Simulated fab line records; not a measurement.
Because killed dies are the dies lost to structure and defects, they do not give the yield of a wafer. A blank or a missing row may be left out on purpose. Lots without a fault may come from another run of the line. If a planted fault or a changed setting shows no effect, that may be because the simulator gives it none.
Problem report, 8D (eight disciplines) form, completed by code ; flow sky130 ; the parts of the form that need people (team, actions taken, sign-off) are left out

1. WHAT IS WRONG
At SKY_LOCAL_INTERCONNECT_COAT_06, spin speed rpm averages 2928.9 rpm over 6 wafers from 2 lots, while fault-free wafers read 2999.9 rpm, standard deviation 2.4. Relative to the usual mean, that is a shift of -30 standard deviations.
The step: resist thk 450 nm.
First seen on wafer L901.1, day 36 00:00, on litho track-04. The record holds 36 wafers of 12 lots with a number at this step. By rule, "out" or "out of limits" means more than 4 standard deviations away from the usual mean. All remaining wafers that have a number are taken as sound.

2. WHAT IT IS, WHAT IT ISN'T
question;is;is not
which readings at this step;spin speed rpm;chill plate temp C
which lots;L901, L906;L887, L888, L889, L891, L892, L895, L896, L897, L900, L903
which wafers of those lots;all that have a number;-
read on which tools;litho track-04;litho track-01, litho track-02
when;from day 36 00:00;"up to then (27 sound wafers); but 3 sound wafers of L903 came after"

3. SUSPECTS, AND WHAT RULES EACH OUT
Counting: a tool at any process step up to the reading remains a suspect when it ran all the lots that are out and ran no sound lot after the first of those.
- rie diel-04 at SKY_LI_CONTACT_ETCH_14 (etches BARC in N2/H2, stops on SiO2, time 45.9 s, target depth 60 nm): kept. It ran every lot that is out, first L901 (day 35 11:07), and no sound lot after that; its last sound lot up to then is L897 (day 33 17:40).
- litho track-04 at SKY_LOCAL_INTERCONNECT_COAT_06 (resist thk 450 nm): kept. It ran every lot that is out, first L901 (day 36 00:00), and no sound lot after that; its last sound lot up to then is L897 (day 34 08:00). Out on those wafers are its own readings of spin speed rpm.
After counting, rie diel-04 at SKY_LI_CONTACT_ETCH_14 and litho track-04 at SKY_LOCAL_INTERCONNECT_COAT_06 remain.

4. THE CAUSE (what the simulator had put in)
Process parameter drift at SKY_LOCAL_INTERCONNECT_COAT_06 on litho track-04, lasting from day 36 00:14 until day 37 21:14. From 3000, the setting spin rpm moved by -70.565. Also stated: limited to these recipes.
Counting leaves 2 suspects; this tool is one of them.

5. THE EFFECT CHAIN, in route order
Each row: a reading where the mean over the struck wafers with a number is more than 3 standard deviations away from the usual. Readings are gone through only where the record gives a usual standard deviation; hours: the median, over the lots, of the time from a lot's start at the first step in this table giving one to that lot's start at this step; sigmas: the change measured in usual standard deviations.
hours;step;reading;usual;on struck wafers;change;sigmas
0;SKY_LOCAL_INTERCONNECT_COAT_06;spin speed rpm;2999.9 rpm;2928.9;-71.0;-30
It contains these process steps:
- SKY_LOCAL_INTERCONNECT_COAT_06: resist thk 450 nm.

6. WHAT WOULD HAVE CAUGHT IT SOONER
In this record the first reading out of limits was taken at day 36 00:00.
